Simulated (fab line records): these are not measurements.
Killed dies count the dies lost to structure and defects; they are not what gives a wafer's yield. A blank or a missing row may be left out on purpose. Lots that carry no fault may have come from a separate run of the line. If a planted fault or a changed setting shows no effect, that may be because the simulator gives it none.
fab line records -- flow gf180mcu -- part 2 of 2: steps 26 to 34 of 34
record: lots: 5, wafers: 15, last-day: 34
route steps=602 shown M2@367 V2@382
lots that met no fault: from a run of the same line without faults
start-h: hours from the record's first day to the start of the lot's first wafer shown -- wait-h: hours since the lot's step before -- " identical to the entry in the row above -- L1.1+2: a row that stands for several wafers -- - no value, or no start was given -- * or withheld: withheld -- < > ~ a bound
route shown NAME@n: names a module that has steps shown in the file, with the first one's number in the route -- usual: mean and standard deviation over wafers with no fault -- same: alike in all rows -- chamber/n: place in a boat -- sites: per-site readings -- _std_site: the standard deviation of these -- _edge_site: inner sites' mean taken away from outer sites' mean -- radius-mm: for every site, how far away it sits from the centre of the wafer -- mask NAME#n: copy n -- behind: the tool/chamber that last shaped the wafer -- hold: why the lot was held/for how many hours/how that ended -- device: the n, p or np transistor that did not switch -- end of line: the route-end tests of the same wafers -- for a step that has no rows: nothing shown but its recipe -- killed: at the first sort, the dies lost to defects and structure; wafer yield is something else -- map: dies across one wafer; x = killed, . = not, _ = none there
set.NAME: the setting that was run; set.NAME@STEP: the one run at that earlier step -- model.NAME: the simulator's own value behind a step, which no gauge read
lots at selected steps of the route; one table per step, one row per wafer
services: when a tool's chamber went out of use (start-h, in hours from the record's first day, below 0 if earlier), for how many hours, and the reason
== steps ==
step: GF_V2_SOFTBAKE_10
recipe: temp-c: 129.2, time-s: 60, resist: KrF
usual: chill-plate-temp-C: 22.98/0.11, exhaust-pa: 45.0/0.96
lot.wafer,tool,chamber,start-h,wait-h,chill-plate-temp-C,exhaust-pa
L074.2,litho-track-02,0,-,-,22.91,44.4
L074.5,litho-track-02,0,-,-,22.87,44.4
L074.6,litho-track-02,0,-,-,22.88,44.6
L075.1,litho-track-04,0,-,-,22.90,46.7
L075.2,litho-track-04,0,-,-,23.04,45.8
L075.3,litho-track-04,0,-,-,22.86,46.1
L088.2,litho-track-03,0,-,-,22.88,44.7
L088.4,litho-track-03,0,-,-,22.96,43.9
L088.6,litho-track-03,0,-,-,22.68,44.2
L096.1,litho-track-02,0,-,-,22.98,43.2
L096.5,litho-track-02,0,-,-,22.99,43.8
L096.6,litho-track-02,0,-,-,23.07,44.5
L097.1,litho-track-03,0,-,-,22.93,46.3
L097.2,litho-track-03,0,-,-,22.94,46.7
L097.6,litho-track-03,0,-,-,23.04,44.2
step: GF_V2_EXPOSE_11
recipe: mask-id: Via2, target-cd-nm: 260, na: 0.68, source-shape: conventional, sigma-outer: 0.6, dose-mj: 38
lot.wafer,tool,chamber,start-h,wait-h,mask
L074.2+5+6,krf-scanner-02,0,-,-,Via2#0
L075.1+2+3,krf-scanner-01,0,-,-,Via2#0
L088.2+4+6,krf-scanner-01,0,-,-,Via2#0
L096.1+5+6,krf-scanner-01,0,-,-,Via2#0
L097.1+2+6,krf-scanner-02,0,-,-,Via2#0
step: GF_V2_PEB_12
recipe: peb-temp-c: 135, peb-time-s: 90, resist: KrF
usual: chill-plate-temp-C: 23.02/0.1, exhaust-pa: 44.9/0.98
lot.wafer,tool,chamber,start-h,wait-h,chill-plate-temp-C,exhaust-pa
L074.2,litho-track-03,0,-,-,23.25,44.6
L074.5,litho-track-03,0,-,-,23.12,45.9
L074.6,litho-track-03,0,-,-,23.33,46.0
L075.1,litho-track-04,0,-,-,23.03,44.1
L075.2,litho-track-04,0,-,-,22.94,44.5
L075.3,litho-track-04,0,-,-,22.99,45.9
L088.2,litho-track-03,0,-,-,23.04,44.7
L088.4,litho-track-03,0,-,-,22.95,45.1
L088.6,litho-track-03,0,-,-,22.96,44.9
L096.1,litho-track-02,0,-,-,22.93,45.1
L096.5,litho-track-02,0,-,-,22.90,46.1
L096.6,litho-track-02,0,-,-,23.01,46.7
L097.1,litho-track-02,0,-,-,23.04,46.1
L097.2,litho-track-02,0,-,-,23.04,46.0
L097.6,litho-track-02,0,-,-,22.94,44.6
step: GF_V2_DEVELOP_13
recipe: develop-time-s: 60, resist: KrF, dev-temp-c: 21
usual: chill-plate-temp-C: 22.99/0.098, exhaust-pa: 45.3/0.91
lot.wafer,tool,chamber,start-h,wait-h,chill-plate-temp-C,exhaust-pa
L074.2,litho-track-03,0,456.63,0.2,23.02,45.5
L074.5,litho-track-03,0,456.63,0.2,23.00,44.6
L074.6,litho-track-03,0,456.63,0.2,22.86,45.6
L075.1,litho-track-04,0,465.01,0.2,22.89,44.5
L075.2,litho-track-04,0,465.01,0.2,23.15,44.0
L075.3,litho-track-04,0,465.01,0.2,22.70,43.9
L088.2,litho-track-03,0,583.13,0.2,23.03,45.3
L088.4,litho-track-03,0,583.13,0.2,23.12,46.3
L088.6,litho-track-03,0,583.13,0.2,23.00,45.0
L096.1,litho-track-02,0,649.76,0.2,22.89,44.9
L096.5,litho-track-02,0,649.76,0.2,22.95,44.5
L096.6,litho-track-02,0,649.76,0.2,23.00,44.8
L097.1,litho-track-02,0,650.46,0.2,22.98,46.2
L097.2,litho-track-02,0,650.46,0.2,23.10,43.8
L097.6,litho-track-02,0,650.46,0.2,22.99,44.6
step: GF_V2_CD_MEAS_14
recipe: target-cd-nm: 260
usual: cd-nm: 260.3/1.1
lot.wafer,tool,chamber,start-h,wait-h,cd-nm
L074.2,cd-sem-01,-,456.78,0.1,259.0
L074.5,cd-sem-01,-,456.78,0.1,259.2
L074.6,cd-sem-01,-,456.78,0.1,260.3
L075.1,cd-sem-02,-,465.16,0.1,258.8
L075.2,cd-sem-02,-,465.16,0.1,260.2
L075.3,cd-sem-02,-,465.16,0.1,259.0
L088.2,cd-sem-02,-,583.28,0.1,259.1
L088.4,cd-sem-02,-,583.28,0.1,259.0
L088.6,cd-sem-02,-,583.28,0.1,260.0
L096.1,cd-sem-02,-,649.91,0.1,260.5
L096.5,cd-sem-02,-,649.91,0.1,259.7
L096.6,cd-sem-02,-,649.91,0.1,261.5
L097.1,cd-sem-02,-,650.61,0.1,258.9
L097.2,cd-sem-02,-,650.61,0.1,259.6
L097.6,cd-sem-02,-,650.61,0.1,259.7
step: GF_V2_OVL_MEAS_15
usual: V2_OVL: 2/5.1
lot.wafer,tool,chamber,start-h,wait-h,V2_OVL[nm]
L074.2,overlay-01,-,456.88,0.1,8
L074.5,overlay-01,-,456.88,0.1,4
L074.6,overlay-01,-,456.88,0.1,2
L075.1,overlay-01,-,465.28,0.1,6
L075.2,overlay-01,-,465.28,0.1,-3
L075.3,overlay-01,-,465.28,0.1,3
L088.2,overlay-02,-,583.38,0.1,11
L088.4,overlay-02,-,583.38,0.1,2
L088.6,overlay-02,-,583.38,0.1,4
L096.1,overlay-02,-,650.03,0.1,16
L096.5,overlay-02,-,650.03,0.1,12
L096.6,overlay-02,-,650.03,0.1,11
L097.1,overlay-02,-,650.73,0.1,1
L097.2,overlay-02,-,650.73,0.1,-1
L097.6,overlay-02,-,650.73,0.1,7
step: GF_V2_ETCH_16
recipe: chemistry: N2/H2, target-depth-a: withheld, overetch-a: withheld, time-s: withheld, target: BARC, ion-energy-ev: 200, source-w: 500, bias-w: 100, pressure-mtorr: 30, n2-flow-sccm: 100, h2-flow-sccm: 200
usual: drypump-motor-current-A: 5.9/0.38, oes-product-au: 0.854/0.0044, throttle-valve-pct: 13.225/0.0089
lot.wafer,tool,chamber,start-h,wait-h,drypump-motor-current-A,oes-product-au,throttle-valve-pct
L074.2,rie-diel-04,1,456.91,0.0,6.4,0.856,13.233
L074.5,rie-diel-04,0,456.91,0.0,5.7,0.858,13.232
L074.6,rie-diel-04,1,456.91,0.0,6.3,0.854,13.227
L075.1,rie-diel-03,1,465.31,0.0,6.3,0.856,13.210
L075.2,rie-diel-03,2,465.31,0.0,6.2,0.854,13.235
L075.3,rie-diel-03,0,465.31,0.0,5.8,0.848,13.220
L088.2,rie-diel-04,3,583.41,0.0,6.2,0.861,13.224
L088.4,rie-diel-04,0,583.41,0.0,5.7,0.857,13.214
L088.6,rie-diel-04,3,583.41,0.0,6.2,0.859,13.222
L096.1,rie-diel-03,2,650.06,0.0,6.2,0.851,13.233
L096.5,rie-diel-03,2,650.06,0.0,6.2,0.854,13.222
L096.6,rie-diel-03,3,650.06,0.0,5.3,0.851,13.218
L097.1,rie-diel-04,1,650.76,0.0,6.4,0.859,13.230
L097.2,rie-diel-04,3,650.76,0.0,6.2,0.855,13.214
L097.6,rie-diel-04,1,650.76,0.0,6.4,0.858,13.231
step: GF_V2_ETCH_17
recipe: chemistry: C4F8/O2/Ar, mask-material: KrF, target: SiO2, stop-on: TiN, source-w: 1500, bias-w: 1200, pressure-mtorr: 40, c4f8-flow-sccm: withheld, O2_flow_sccm: 6, Ar_flow_sccm: 300, time-s: withheld, target-depth-a: 6300
usual: oes-product-au: 0.855/0.0049
lot.wafer,tool,chamber,start-h,wait-h,oes-product-au
L074.2,rie-diel-04,1,-,-,0.854
L074.5,rie-diel-04,0,-,-,0.843
L074.6,rie-diel-04,1,-,-,0.862
L075.1,rie-diel-03,1,-,-,0.852
L075.2,rie-diel-03,2,-,-,0.856
L075.3,rie-diel-03,0,-,-,0.853
L088.2,rie-diel-04,3,-,-,0.848
L088.4,rie-diel-04,0,-,-,0.859
L088.6,rie-diel-04,3,-,-,0.851
L096.1,rie-diel-03,2,-,-,0.859
L096.5,rie-diel-03,2,-,-,0.859
L096.6,rie-diel-03,3,-,-,0.849
L097.1,rie-diel-04,1,-,-,0.854
L097.2,rie-diel-04,3,-,-,0.864
L097.6,rie-diel-04,1,-,-,0.851
step: GF_V2_STRIP_18
recipe: chemistry: O2/N2, power-w: 1400, pressure-mtorr: 1500, platen-temp-c: 250, o2-flow-sccm: 3000, n2-flow-sccm: 300, overash-fraction: 0.5
usual: drypump-motor-current-A: 5.8/0.48, heater-power-w: 351/21, oes-product-au: 0.594/0.0045
lot.wafer,tool,chamber,start-h,wait-h,drypump-motor-current-A,heater-power-w,oes-product-au,rf-hours-counter-h
L074.2,plasma-asher-03,0,457.04,-,5.5,318,0.603,80
L074.5,plasma-asher-03,1,457.04,-,4.9,324,0.591,-
L074.6,plasma-asher-03,0,457.04,-,5.4,329,0.597,-
L075.1,plasma-asher-02,1,465.44,-,6.0,364,0.586,4
L075.2,plasma-asher-02,0,465.44,-,6.5,384,0.597,4
L075.3,plasma-asher-02,1,465.44,-,6.0,361,0.594,-
L088.2,plasma-asher-01,1,583.54,-,5.5,333,0.590,52
L088.4,plasma-asher-01,0,583.54,-,6.1,370,0.595,-
L088.6,plasma-asher-01,0,583.54,-,6.2,373,0.590,-
L096.1,plasma-asher-01,0,650.19,-,6.1,355,0.598,59
L096.5,plasma-asher-01,1,650.19,-,5.5,327,0.587,-
L096.6,plasma-asher-01,0,650.19,-,6.1,360,0.591,-
L097.1,plasma-asher-01,0,650.89,-,6.2,372,0.591,59
L097.2,plasma-asher-01,1,650.89,-,5.6,338,0.595,59
L097.6,plasma-asher-01,1,650.89,-,5.6,329,0.591,-
== services ==
tool,chamber,start-h,hours,kind
rie-diel-04,-,395.48,15.6,pm
cmp-02,-,404.09,4.0,pm
rie-diel-04,1,418.62,9.3,repair
krf-scanner-01,-,423.66,1.0,pm
krf-scanner-02,-,428.55,1.3,pm
hdpcvd-01,-,434.16,1.6,repair
krf-scanner-02,-,450.70,1.0,pm
krf-scanner-02,-,485.17,0.4,repair
rie-diel-04,0,495.32,41.5,repair
rie-diel-04,1,498.53,4.6,repair
krf-scanner-01,-,498.93,0.4,repair
krf-scanner-02,-,503.39,0.8,pm
krf-scanner-01,-,517.98,1.3,pm
krf-scanner-01,-,548.98,0.8,pm
krf-scanner-01,-,560.04,0.7,repair
krf-scanner-01,-,578.58,2.3,repair
krf-scanner-01,-,591.75,1.3,repair
krf-scanner-01,-,593.04,1.0,pm
krf-scanner-01,-,596.91,3.6,pm
rie-diel-04,-,604.02,14.6,pm
krf-scanner-02,-,604.45,1.3,pm
krf-scanner-01,-,614.11,0.3,repair
krf-scanner-02,-,619.65,1.0,pm
krf-scanner-02,-,640.91,3.6,pm
